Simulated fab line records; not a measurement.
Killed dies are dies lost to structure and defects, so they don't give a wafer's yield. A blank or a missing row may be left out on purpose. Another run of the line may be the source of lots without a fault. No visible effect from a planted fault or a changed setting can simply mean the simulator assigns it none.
Matching of chambers ; flow sky130 ; SKY_CONTACT_CMP_27 on cmp-02: 4 sister chambers
The step polishes, stops on SiO2, t overpolish 15 s, target thk 0 nm. 4 wafers are shown with their chamber, then 8 later ones without.

## EACH WAFER AND ITS CHAMBER
wafer;chamber;motorCurrentA (A)
L493.2;0;9.5
L500.1;1;9.8
L500.5;3;10.2
L502.1;2;10.7

## WAFERS WITH NO CHAMBER GIVEN
wafer;motorCurrentA (A)
L502.5;10.7
L502.6;9.4
L503.3;9.6
L503.4;10.3
L503.6;10.0
L505.1;9.9
L505.5;10.4
L505.6;9.9

## WHICH CHAMBER EACH ONE RAN IN
wafer;from the rows above;in truth
L502.5;2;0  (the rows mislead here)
L502.6;0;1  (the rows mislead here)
L503.3;can't be placed: 0 or 1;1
L503.4;3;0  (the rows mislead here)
L503.6;can't be placed: 1 or 3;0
L505.1;can't be placed: 1 or 3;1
L505.5;can't be placed: 3 or 2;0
L505.6;can't be placed: 1 or 3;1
Correct placement for 0 of the 8. Not placeable from these rows: 5 (in 3, the candidates include the true chamber). Wrongly placed: 3.
How it was worked out, from the rows above alone: a wafer's distance from a chamber is the root of the sum, over the readings, of the square of ((its reading less the chamber's mean) divided by the reading's scatter). If the next closest chamber is less than 2 further off than the closest, the wafer can't be placed; otherwise it belongs to the closest. For every chamber, the mean is computed from those of its wafers that are shown. The scatter: root of mean squared gap, hidden wafer to nearest shown wafer, with one shown wafer a chamber.
